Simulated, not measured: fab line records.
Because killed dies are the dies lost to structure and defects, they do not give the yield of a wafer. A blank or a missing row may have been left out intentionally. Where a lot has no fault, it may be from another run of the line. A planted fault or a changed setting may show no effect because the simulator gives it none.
fab line records    flow sky130
[record] lots = 5  wafers = 15  last_day = 50
route steps=708 shown SONOS_TUNNEL@160 SONOS_ONO@168 GATE_OXIDE@187
lots that met no fault: taken from a fault-free run of the same line
start_h: hours from the record's opening day to when the first of the lot's shown wafers began    wait_h: how many hours have passed since the lot's step before this one    " repeats the value in the row above    L1.1+2: one row covering several wafers at once    - either no value or no given start    * or withheld: withheld    < > ~ a bound
route shown NAME@n: NAME is a module with steps in the file, n the number in the route of the first one    usual: mean/standard deviation of fault-free wafers    same: alike in all rows    chamber/n: place in a boat    sites: readings site by site    _std_site: standard deviation of those values    _edge_site: the outer-site mean with the inner-site mean subtracted    radius_mm: how far each site lies from the wafer's centre    mask NAME#n: copy n    behind: tool/chamber where the wafer was last shaped    hold: cause of the lot's hold/its duration in hours/its outcome    device: whichever transistor did not switch (one of n, p or np)    end of line: the route-end tests of the same wafers    for a step that has no rows: nothing shown but its recipe    killed: dies that structure and defects cost at the first sort, which is not the same as the wafer's yield    map: the dies of a wafer, with x for killed, . for not killed, _ for no die there
set.NAME: the run value of the setting; set.NAME@STEP: its run value at that earlier step    model.NAME: the simulator's own value behind a step, which no gauge read
a table for each step, a row for each wafer; lots at some steps of the route
services: from which hour (start_h, from the record's first day; less than 0 if before it) a tool's chamber was out of use, for how many hours, and why
[[steps]]
[step SKY_SONOS_TUNNEL_DEVELOP_06]
[recipe] resist = NOVOLAK  developer = TMAH  develop_time_s = 60  dev_temp_c = 23
[step SKY_SONOS_TUNNEL_CD_MEAS_07]
[recipe] target_cd_nm = 410
[usual] cd_nm = 410.0/2.3
lot.wafer  tool       chamber  start_h  wait_h  cd_nm
L859.1     cd_sem-01  -        295.32   0.1     407.9
L859.2     "          -        "        "       407.8
L859.6     "          -        "        "       407.1
L864.4     cd_sem-01  -        337.50   0.1     405.8
L864.5     "          -        "        "       406.0
L864.6     "          -        "        "       406.7
L874.2     cd_sem-02  -        417.66   0.1     410.5
L874.4     "          -        "        "       405.4
L874.5     "          -        "        "       410.4
L875.1     cd_sem-01  -        423.99   0.1     411.0
L875.3     "          -        "        "       413.3
L875.5     "          -        "        "       410.7
L876.2     cd_sem-01  -        426.51   0.1     410.1
L876.4     "          -        "        "       408.8
L876.5     "          -        "        "       409.8
[step SKY_SONOS_TUNNEL_OVL_MEAS_08]
[usual] SONOS_TUNNEL_OVL = 0.0/1.3
lot.wafer  tool        chamber  start_h  wait_h  SONOS_TUNNEL_OVL[nm]
L859.1     overlay-01  -        295.44   0.1     -0.1
L859.2     "           -        "        "       -0.7
L859.6     "           -        "        "       0.4
L864.4     overlay-01  -        337.58   0.1     -1.0
L864.5     "           -        "        "       -3.0
L864.6     "           -        "        "       0.5
L874.2     overlay-01  -        417.76   0.1     0.3
L874.4     "           -        "        "       1.2
L874.5     "           -        "        "       -0.9
L875.1     overlay-02  -        424.11   0.1     0.4
L875.3     "           -        "        "       0.1
L875.5     "           -        "        "       1.5
L876.2     overlay-02  -        426.61   0.1     0.9
L876.4     "           -        "        "       -0.2
L876.5     "           -        "        "       -0.1
[step SKY_SONOS_TUNNEL_IMPLANT_09]
[recipe] species = B  energy_kev = 20  dose_cm2 = 1e+12  tilt_deg = withheld
[step SKY_SONOS_TUNNEL_WET_ETCH_10]
[recipe] chemistry = dHF  target_depth_nm = 14  target = SiO2  dilution = 100:1  temp_c = 25  time_s = 280
[step SKY_SONOS_TUNNEL_STRIP_11]
[recipe] chemistry = SPM  time_s = 600  temp_c = 130
[step SKY_SONOS_TUNNEL_TW_MEAS_12]
[usual] SONOS_TUNNEL_TW = 196.8/1.8
lot.wafer  tool           chamber  start_h  wait_h  SONOS_TUNNEL_TW
L859.1     film_metro-02  -        295.89   0.0     196.7
L859.2     "              -        "        "       198.0
L859.6     "              -        "        "       198.2
L864.4     film_metro-04  -        338.03   0.0     199.3
L864.5     "              -        "        "       198.7
L864.6     "              -        "        "       199.8
L874.2     film_metro-02  -        418.30   0.0     197.9
L874.4     "              -        "        "       197.6
L874.5     "              -        "        "       196.4
L875.1     film_metro-02  -        424.67   0.0     197.0
L875.3     "              -        "        "       196.0
L875.5     "              -        "        "       195.3
L876.2     film_metro-03  -        427.09   0.0     194.9
L876.4     "              -        "        "       194.9
L876.5     "              -        "        "       195.3
[step SKY_SONOS_TUNNEL_CLEAN_13]
[recipe] chemistry = dHF  time_s = 20  dilution = 100:1  dry = ipa_marangoni
[step SKY_SONOS_ONO_OXIDATION_00]
[recipe] temp_c = 800  ambient = O2  idle_temp_c = 700  ramp_up_c_per_min = 10  ramp_down_c_per_min = 3  stabilise_s = 600  purge_s = 300  target_thk_a = 26  ox_time_s = 1249
[step SKY_SONOS_ONO_THK_MEAS_01]
[recipe] reads = SiO2_of_SONOS_ONO_OXIDATION_00
[usual] SONOS_ONO_OXIDATION_THK = 2.61/0.054
lot.wafer  tool           chamber  start_h  wait_h  SONOS_ONO_OXIDATION_THK[nm]
L859.1     film_metro-04  -        297.99   0.0     2.63
L859.2     "              -        "        "       2.59
L859.6     "              -        "        "       2.62
L864.4     film_metro-01  -        339.46   0.0     2.64
L864.5     "              -        "        "       2.65
L864.6     "              -        "        "       2.58
L874.2     film_metro-01  -        419.72   0.0     2.51
L874.4     "              -        "        "       2.59
L874.5     "              -        "        "       2.53
L875.1     film_metro-04  -        426.11   0.0     2.60
L875.3     "              -        "        "       2.59
L875.5     "              -        "        "       2.64
L876.2     film_metro-04  -        429.97   0.0     2.54
L876.4     "              -        "        "       2.48
L876.5     "              -        "        "       2.54
[step SKY_SONOS_ONO_CVD_02]
[recipe] material = Si3N4  precursor = DCS/NH3  target_thk_nm = 10.5  temp_c = 770  time_s = 180  pressure_mtorr = 250
[step SKY_SONOS_ONO_THK_MEAS_03]
[recipe] reads = Si3N4_of_SONOS_ONO_CVD_02
[usual] SONOS_ONO_CVD_02_THK = 10.44/0.14
lot.wafer  tool           chamber  start_h  wait_h  SONOS_ONO_CVD_02_THK[nm]
L859.1     film_metro-01  -        319.70   0.0     10.61
L859.2     "              -        "        "       10.49
L859.6     "              -        "        "       10.57
L864.4     film_metro-04  -        341.27   0.0     10.50
L864.5     "              -        "        "       10.54
L864.6     "              -        "        "       10.62
L874.2     film_metro-04  -        423.03   0.0     10.38
L874.4     "              -        "        "       10.21
L874.5     "              -        "        "       10.34
L875.1     film_metro-04  -        427.71   0.0     10.39
L875.3     "              -        "        "       10.26
L875.5     "              -        "        "       10.26
L876.2     film_metro-04  -        431.08   0.0     10.56
L876.4     "              -        "        "       10.49
L876.5     "              -        "        "       10.58
[step SKY_SONOS_ONO_CVD_04]
[recipe] material = SiO2  precursor = SiH4/N2O  target_thk_nm = 5.7199  temp_c = 900  pressure_mtorr = 400
[usual] susceptor_temp_C = 899.9/0.36
lot.wafer  tool      chamber  start_h  wait_h  susceptor_temp_C  model.SiO2_of_SONOS_ONO_CVD_04.thk_nm
L859.1     lpcvd-03  0        319.76   0.1     900.1             5.826
L859.2     "         0        "        "       899.9             5.719
L859.6     "         0        "        "       899.9             5.796
L864.4     lpcvd-03  0        341.30   0.0     899.9             9.747
L864.5     "         0        "        "       900.1             9.612
L864.6     "         0        "        "       900.1             9.733
L874.2     lpcvd-03  0        423.08   0.0     899.8             5.762
L874.4     "         0        "        "       899.9             5.607
L874.5     "         0        "        "       899.7             5.693
L875.1     lpcvd-03  1        427.77   0.1     899.4             5.764
L875.3     "         1        "        "       899.3             5.823
L875.5     "         1        "        "       899.5             5.726
L876.2     lpcvd-03  1        431.13   0.0     899.7             5.61
L876.4     "         1        "        "       899.9             5.584
L876.5     "         1        "        "       900.1             5.669
[step SKY_SONOS_ONO_THK_MEAS_05]
[recipe] reads = SiO2_of_SONOS_ONO_CVD_04
[usual] SONOS_ONO_CVD_04_THK = 5.78/0.11
lot.wafer  tool           chamber  start_h  wait_h  SONOS_ONO_CVD_04_THK[nm]
L859.1     film_metro-04  -        321.01   0.0     5.87
L859.2     "              -        "        "       5.71
L859.6     "              -        "        "       5.80
L864.4     film_metro-03  -        343.21   0.0     9.76
L864.5     "              -        "        "       9.58
L864.6     "              -        "        "       9.76
L874.2     film_metro-03  -        424.96   0.0     5.74
L874.4     "              -        "        "       5.59
L874.5     "              -        "        "       5.70
L875.1     film_metro-04  -        429.02   0.0     5.77
L875.3     "              -        "        "       5.80
L875.5     "              -        "        "       5.75
L876.2     film_metro-04  -        432.39   0.0     5.52
L876.4     "              -        "        "       5.54
L876.5     "              -        "        "       5.68
[step SKY_SONOS_ONO_DEHYDRATE_06]
[recipe] temp_c = 200  time_s = 60
[step SKY_SONOS_ONO_HMDS_07]
[recipe] prime_time_s = 60  prime_temp_c = 120
[step SKY_SONOS_ONO_COAT_08]
[recipe] resist = NOVOLAK  spin_rpm = 3000  resist_thk_nm = 1140
[step SKY_SONOS_ONO_SOFTBAKE_09]
[recipe] temp_c = 90  time_s = 60  resist = NOVOLAK
[step SKY_SONOS_ONO_EXPOSE_10]
[recipe] mask_id = ONOM  target_cd_nm = 410  na = 0.6  source_shape = conventional  sigma_outer = 0.6  dose_mj = 150
[step SKY_SONOS_ONO_PEB_11]
[recipe] temp_c = withheld  time_s = *  resist = NOVOLAK
[step SKY_SONOS_ONO_DEVELOP_12]
[recipe] develop_time_s = 60  dev_temp_c = 23
[step SKY_SONOS_ONO_CD_MEAS_13]
[recipe] target_cd_nm = 410
[usual] cd_nm = 409.9/2.2
lot.wafer  tool       chamber  start_h  wait_h  cd_nm
L859.1     cd_sem-02  -        348.21   0.1     411.4
L859.2     "          -        "        "       412.9
L859.6     "          -        "        "       411.1
L864.4     cd_sem-01  -        370.78   0.1     412.3
L864.5     "          -        "        "       412.0
L864.6     "          -        "        "       412.6
L874.2     cd_sem-01  -        456.00   0.1     412.8
L874.4     "          -        "        "       413.6
L874.5     "          -        "        "       413.6
L875.1     cd_sem-02  -        459.72   0.1     404.5
L875.3     "          -        "        "       406.2
L875.5     "          -        "        "       403.2
L876.2     cd_sem-01  -        461.99   0.1     412.0
L876.4     "          -        "        "       409.0
L876.5     "          -        "        "       411.9
[step SKY_SONOS_ONO_OVL_MEAS_14]
[usual] SONOS_ONO_OVL = 0.0/1.5
lot.wafer  tool        chamber  start_h  wait_h  SONOS_ONO_OVL[nm]
L859.1     overlay-01  -        348.33   0.1     -3.8
L859.2     "           -        "        "       -2.1
L859.6     "           -        "        "       -0.8
L864.4     overlay-02  -        370.86   0.1     0.1
L864.5     "           -        "        "       -2.2
L864.6     "           -        "        "       -2.7
L874.2     overlay-02  -        456.11   0.1     -0.4
L874.4     "           -        "        "       0.7
L874.5     "           -        "        "       0.2
L875.1     overlay-02  -        459.84   0.1     0.2
L875.3     "           -        "        "       -0.3
L875.5     "           -        "        "       -0.1
L876.2     overlay-02  -        462.10   0.1     1.0
L876.4     "           -        "        "       -1.0
L876.5     "           -        "        "       1.8
[step SKY_SONOS_ONO_ETCH_15]
[recipe] target_depth_nm = 19.52  chemistry = CHF3/O2  source_w = 600  bias_w = 200  pressure_mtorr = 40  chf3_flow_sccm = 50  O2_flow_sccm = 5  time_s = 7.8
[usual] chf3_flow_sccm = 49.99/0.15  drypump_motor_current_A = 5.8/0.39  oes_product_au = 0.997/0.0082  throttle_valve_pct = 8.824/0.0089
lot.wafer  tool         chamber  start_h  wait_h  chf3_flow_sccm  drypump_motor_current_A  oes_product_au  rf_hours_counter_h  throttle_valve_pct
L859.1     rie_diel-02  2        348.36   0.0     50.09           5.0                      1.012           98                  8.844
L859.2     "            3        "        "       50.22           6.1                      0.987           92                  8.820
L859.6     "            1        "        "       50.13           5.3                      0.999           -                   8.828
L864.4     rie_diel-04  0        370.88   0.0     49.97           5.8                      0.994           116                 8.829
L864.5     "            1        "        "       49.97           5.9                      0.993           -                   8.819
L864.6     "            0        "        "       50.04           5.8                      0.982           -                   8.811
L874.2     rie_diel-01  1        456.14   0.0     50.07           5.2                      1.010           14                  8.838
L874.4     "            2        "        "       49.71           5.4                      0.997           45                  8.823
L874.5     "            0        "        "       50.00           6.2                      1.001           -                   8.828
L875.1     rie_diel-04  0        459.88   0.0     50.04           5.8                      0.988           1                   8.815
L875.3     "            2        "        "       50.14           5.9                      1.000           61                  8.823
L875.5     "            2        "        "       49.82           5.9                      1.004           -                   8.819
L876.2     rie_diel-02  0        462.13   0.0     49.86           5.4                      0.984           66                  8.818
L876.4     "            3        "        "       50.28           6.1                      0.979           94                  8.822
L876.5     "            0        "        "       49.88           5.5                      0.981           -                   8.821
[step SKY_SONOS_ONO_WET_ETCH_16]
[recipe] chemistry = dHF  target_depth_nm = 14  dry = n2_spin  target = SiO2  dilution = 100:1  temp_c = 25  time_s = 280
[step SKY_SONOS_ONO_STRIP_17]
[recipe] chemistry = O2/N2  power_w = 1400  pressure_mtorr = 1500  platen_temp_c = withheld  o2_flow_sccm = 3000  n2_flow_sccm = 300  overash_fraction = 0.5
[usual] drypump_motor_current_A = 5.49/0.28  o2_flow_sccm = 3002/9.1  oes_product_au = 0.710/0.0046  strip_time_to_endpoint_s = 14.13/0.037
[same] overash_fraction = 0.5
lot.wafer  tool             chamber  start_h  wait_h  drypump_motor_current_A  o2_flow_sccm  oes_product_au  rf_hours_counter_h  strip_time_to_endpoint_s
L859.1     plasma_asher-02  0        348.47   0.0     5.91                     2997          0.710           65                  14.14
L859.2     "                1        "        "       5.10                     3000          0.713           65                  14.18
L859.6     "                1        "        "       5.09                     2999          0.709           -                   14.14
L864.4     plasma_asher-02  1        371.06   0.0     5.09                     3000          0.706           -                   14.09
L864.5     "                0        "        "       5.88                     2994          0.710           -                   14.12
L864.6     "                1        "        "       5.10                     3018          0.707           -                   14.09
L874.2     plasma_asher-02  0        456.24   0.0     5.89                     3001          0.710           2                   14.11
L874.4     "                1        "        "       5.09                     2999          0.706           -                   14.12
L874.5     "                0        "        "       5.92                     3007          0.711           -                   14.15
L875.1     plasma_asher-03  0        459.99   0.0     5.75                     3007          0.709           77                  14.12
L875.3     "                1        "        "       5.48                     3010          0.709           -                   14.12
L875.5     "                1        "        "       5.48                     2999          0.710           -                   14.12
L876.2     plasma_asher-03  0        462.24   0.0     5.74                     2990          0.713           77                  14.18
L876.4     "                0        "        "       5.73                     2994          0.710           -                   14.11
L876.5     "                1        "        "       5.48                     3006          0.707           -                   14.12
[step SKY_SONOS_ONO_WET_ETCH_18]
[recipe] chemistry = H3PO4  target_depth_nm = 15  target = Si3N4  temp_c = 160  time_s = 172
[step SKY_GATE_OXIDE_CLEAN_00]
[recipe] chemistry = SC1/SC2  mix = 1:4:20  temp_c = 70  time_s = 150  dry = n2_spin
[step SKY_GATE_OXIDE_OXIDATION_01]
[recipe] temp_c = 900  ambient = O2  stabilise_s = 600  purge_s = 300  target_thk_a = 102.68  ox_time_s = 1473
[step SKY_GATE_OXIDE_THK_MEAS_02]
[recipe] reads = SiO2_of_GATE_OXIDE_OXIDATION_01
[usual] GATE_OXIDE_OXIDATION_00_THK = 10.31/0.16
lot.wafer  tool           chamber  start_h  wait_h  GATE_OXIDE_OXIDATION_00_THK[nm]
L859.1     film_metro-02  -        350.26   0.0     10.08
L859.2     "              -        "        "       10.46
L859.6     "              -        "        "       10.17
L864.4     film_metro-02  -        373.85   0.0     10.28
L864.5     "              -        "        "       10.46
L864.6     "              -        "        "       10.36
L875.1     film_metro-02  -        464.81   0.0     10.22
L875.3     "              -        "        "       10.07
L875.5     "              -        "        "       9.95
L874.2     film_metro-03  -        464.82   0.0     10.21
L874.4     "              -        "        "       10.07
L874.5     "              -        "        "       10.15
L876.2     film_metro-03  -        464.88   0.1     10.40
L876.4     "              -        "        "       10.38
L876.5     "              -        "        "       10.40
[step SKY_GATE_OXIDE_DEHYDRATE_03]
[recipe] temp_c = 200  time_s = 60
[step SKY_GATE_OXIDE_HMDS_04]
[recipe] prime_time_s = 60  prime_temp_c = 120
[step SKY_GATE_OXIDE_COAT_05]
[recipe] resist = NOVOLAK  spin_rpm = 3000  resist_thk_nm = 1140
[step SKY_GATE_OXIDE_SOFTBAKE_06]
[recipe] temp_c = 90  time_s = 60  resist = NOVOLAK
[step SKY_GATE_OXIDE_EXPOSE_07]
[recipe] mask_id = LVOM  na = 0.6  source_shape = conventional  sigma_outer = 0.6  polarization = unpolarized  target_cd_nm = 600  dose_mj = 170
[step SKY_GATE_OXIDE_PEB_08]
[recipe] temp_c = withheld  time_s = *  resist = NOVOLAK
[step SKY_GATE_OXIDE_DEVELOP_09]
[recipe] resist = NOVOLAK  developer = TMAH  develop_time_s = 60  dev_temp_c = 23
[step SKY_GATE_OXIDE_OVL_MEAS_10]
[usual] GATE_OXIDE_OVL = -0.2/1.4
lot.wafer  tool        chamber  start_h  wait_h  GATE_OXIDE_OVL[nm]
L859.1     overlay-02  -        377.16   0.1     -0.3
L859.2     "           -        "        "       -1.1
L859.6     "           -        "        "       -0.3
L864.4     overlay-02  -        401.82   0.1     0.3
L864.5     "           -        "        "       -1.8
L864.6     "           -        "        "       1.2
L874.2     overlay-02  -        494.11   0.1     -1.9
L874.4     "           -        "        "       0.6
L874.5     "           -        "        "       -1.7
L875.1     overlay-01  -        494.38   0.1     -2.8
L875.3     "           -        "        "       -2.1
L875.5     "           -        "        "       -2.4
L876.2     overlay-02  -        494.41   0.1     -1.8
L876.4     "           -        "        "       -1.5
L876.5     "           -        "        "       -0.3
[step SKY_GATE_OXIDE_IMPLANT_11]
[recipe] species = B  energy_kev = 10  dose_cm2 = 2.6e+12  tilt_deg = withheld
[step SKY_GATE_OXIDE_WET_ETCH_12]
[recipe] chemistry = dHF  target_depth_nm = 16.8  dry = n2_spin  target = SiO2  dilution = 100:1  temp_c = 25  time_s = 336
[step SKY_GATE_OXIDE_STRIP_13]
[recipe] chemistry = O2/N2  power_w = 1400  pressure_mtorr = 1500  platen_temp_c = withheld  o2_flow_sccm = 3000  n2_flow_sccm = 300  overash_fraction = 0.5
[usual] drypump_motor_current_A = 5.8/0.34  o2_flow_sccm = 2998/9.2  oes_product_au = 0.717/0.0043  strip_time_to_endpoint_s = 14.18/0.04
[same] overash_fraction = 0.5
lot.wafer  tool             chamber  start_h  wait_h  drypump_motor_current_A  o2_flow_sccm  oes_product_au  rf_hours_counter_h  strip_time_to_endpoint_s
L859.1     plasma_asher-04  0        377.44   0.0     5.8                      3014          0.716           25                  14.13
L859.2     "                1        "        "       6.1                      2982          0.718           25                  14.11
L859.6     "                0        "        "       5.8                      3009          0.719           -                   14.12
L864.4     plasma_asher-02  1        402.14   0.0     5.1                      2993          0.720           -                   14.10
L864.5     "                0        "        "       5.9                      2994          0.725           -                   14.11
L864.6     "                1        "        "       5.1                      2999          0.718           -                   14.13
L874.2     plasma_asher-02  1        494.39   0.0     5.1                      2985          0.722           7                   14.18
L874.4     "                0        "        "       5.9                      3002          0.722           -                   14.20
L874.5     "                0        "        "       5.9                      2996          0.712           -                   14.18
L875.1     plasma_asher-04  1        494.67   0.0     6.2                      2995          0.720           37                  14.24
L875.3     "                0        "        "       5.8                      2990          0.718           -                   14.25
L875.5     "                0        "        "       5.8                      3006          0.713           -                   14.24
L876.2     plasma_asher-02  1        494.69   0.0     5.1                      2996          0.721           7                   14.20
L876.4     "                0        "        "       5.8                      2999          0.722           -                   14.22
L876.5     "                0        "        "       5.8                      2995          0.715           -                   14.21
[step SKY_GATE_OXIDE_TW_MEAS_14]
[usual] GATE_OXIDE_TW = 223.8/1.9
lot.wafer  tool           chamber  start_h  wait_h  GATE_OXIDE_TW
L859.1     film_metro-02  -        377.54   0.1     222.2
L859.2     "              -        "        "       221.8
L859.6     "              -        "        "       220.9
L864.4     film_metro-01  -        402.23   0.1     226.2
L864.5     "              -        "        "       226.7
L864.6     "              -        "        "       226.6
L874.2     film_metro-01  -        494.50   0.1     226.6
L874.4     "              -        "        "       226.0
L874.5     "              -        "        "       227.1
L875.1     film_metro-02  -        494.77   0.1     223.5
L875.3     "              -        "        "       221.1
L875.5     "              -        "        "       223.1
L876.2     film_metro-03  -        494.80   0.1     221.7
L876.4     "              -        "        "       221.0
L876.5     "              -        "        "       220.8
[step SKY_GATE_OXIDE_CLEAN_15]
[recipe] chemistry = SC1/SC2  mix = 1:4:20  temp_c = 70  time_s = 150  dry = n2_spin
lot.wafer  tool          chamber  start_h  wait_h  model.SiO2_of_SONOS_ONO_CVD_04.thk_nm
L859.1     wet_bench-04  3        377.60   0.1     4.307
L859.2     "             3        "        "       4.203
L859.6     "             3        "        "       4.279
L864.4     wet_bench-03  1        402.26   0.0     8.231
L864.5     "             1        "        "       8.098
L864.6     "             1        "        "       8.22
L874.2     wet_bench-04  1        494.55   0.0     4.264
L874.4     "             1        "        "       4.109
L874.5     "             1        "        "       4.197
L875.1     wet_bench-04  3        494.83   0.1     4.236
L875.3     "             3        "        "       4.301
L875.5     "             3        "        "       4.196
L876.2     wet_bench-01  3        494.85   0.0     4.086
L876.4     "             3        "        "       4.064
L876.5     "             3        "        "       4.149
[[services]]
tool             chamber  start_h  hours  kind
rie_diel-02      3        326.88   1.9    repair
rie_diel-02      0        333.45   2.4    repair
rie_diel-01      3        337.34   9.0    repair
rie_diel-04      0        376.18   -      clean
rie_diel-04      0        376.18   14.9   scheduled_down
rie_diel-04      0        376.18   14.9   vent_cycle
plasma_asher-02  -        377.76   0.6    repair
wet_bench-04     -        386.13   1.9    pm
rie_diel-04      1        391.57   15.4   repair
rie_diel-04      3        395.09   4.6    repair
rie_diel-04      1        406.96   -      clean
plasma_asher-02  -        421.25   9.0    pm
plasma_asher-02  0        421.25   9.0    vent_cycle
plasma_asher-02  1        421.25   9.0    vent_cycle
plasma_asher-02  0        430.25   -      clean
plasma_asher-02  1        430.25   -      clean
plasma_asher-02  -        433.32   1.2    repair
rie_diel-04      0        446.31   9.7    repair
rie_diel-01      2        456.85   39.9   repair
rie_diel-02      -        467.41   0.3    repair
plasma_asher-03  -        468.31   28.1   pm
rie_diel-01      3        479.42   1.9    repair
rie_diel-01      -        479.43   2.8    pm
rie_diel-04      2        483.63   42.0   repair
[[key]]
[first_sign] step = SKY_SONOS_ONO_THK_MEAS_05  reading = SONOS_ONO_CVD_04_THK  direction = up  sigmas = 36  usual = 5.78  struck = 9.70
effect none on later readings
[model_effect] step = SKY_SONOS_ONO_CVD_04  value = SiO2_of_SONOS_ONO_CVD_04.thk_nm  without = 5.688  struck = 9.697
[model_effect] step = SKY_GATE_OXIDE_CLEAN_15  value = SiO2_of_SONOS_ONO_CVD_04.thk_nm  without = 4.174  struck = 8.183
met_at SKY_SONOS_ONO_CVD_04
struck_wafers L864.4,L864.5,L864.6
tester_left_out L864
onset_between 319.76 341.30
[fault] kind = process_parameter_drift  tool = lpcvd-03  chamber = 0  onset_h = 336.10  steps = SKY_SONOS_ONO_CVD_04  channel = target_thk_nm  offset = 4.0094  shape = step  end_h = 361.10  stated = 5.7199
// tester_left_out: of these lots the tester's yield and bins aren't shown, on N5 and GAA mostly nor the transistor test; their killed dies are dies lost to structure and defects alone, not to doping, threshold or leakage, so they don't give the yield
